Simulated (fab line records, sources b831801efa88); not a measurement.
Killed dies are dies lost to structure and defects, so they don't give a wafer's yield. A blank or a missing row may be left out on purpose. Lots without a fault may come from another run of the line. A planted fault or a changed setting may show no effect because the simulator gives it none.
Chamber matching | flow sky130 | SKY_CAP2M_CVD_00 on pecvd-04: 3 sister chambers
The step deposits SiO2, target thk 15.5 nm. 18 wafers are shown with their chamber, then 9 later ones without.

WAFERS WITH THEIR CHAMBER
wafer  | chamber | heater_power_w (W)
L075.3 | 1       | 611
L075.4 | 0       | 710
L075.6 | 2       | 650
L084.1 | 0       | 596
L084.4 | 2       | 679
L084.6 | 1       | 619
L086.3 | 2       | 681
L086.5 | 2       | 684
L086.6 | 0       | 733
L087.2 | 2       | 679
L087.3 | 1       | 590
L087.6 | 1       | 588
L088.1 | 2       | 653
L088.2 | 0       | 612
L088.6 | 2       | 664
L090.1 | 0       | 620
L090.3 | 1       | 580
L090.5 | 2       | 640

SIGNATURES (means of the wafers above)
reading        | chamber 0 | chamber 1 | chamber 2 | scatter within a chamber
heater_power_w | 654.20    | 597.60    | 666.25    | 35.4
Rule: a wafer's distance from a chamber is the root of the sum, over the readings, of the square of ((its reading less the chamber's mean) divided by the reading's scatter). The wafer belongs to the nearest chamber; if the next one is less than 2 further off, it can't be placed. The scatter: the root of (the sum of the squares of (reading less its chamber's mean) over the shown wafers, divided by (wafers less chambers)).

WAFERS WITHOUT THEIR CHAMBER
wafer  | heater_power_w (W)
L094.2 | 714
L094.5 | 712
L094.6 | 709
L096.1 | 726
L096.2 | 560
L096.6 | 580
L097.1 | 608
L097.5 | 741
L097.6 | 608

WHICH CHAMBER EACH WENT THROUGH
wafer  | from the rows above          | in truth
L094.2 | can't be placed: 2 or 0 or 1 | 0
L094.5 | can't be placed: 2 or 0 or 1 | 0
L094.6 | can't be placed: 2 or 0 or 1 | 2
L096.1 | can't be placed: 2 or 0 or 1 | 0
L096.2 | can't be placed: 1 or 0 or 2 | 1
L096.6 | can't be placed: 1 or 0 or 2 | 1
L097.1 | can't be placed: 1 or 0 or 2 | 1
L097.5 | can't be placed: 2 or 0 or 1 | 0
L097.6 | can't be placed: 1 or 0 or 2 | 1
Placed correctly: 0 of 9. Can't be placed from these rows: 9 (the true chamber is among the candidates in 9). Placed wrongly: 0.
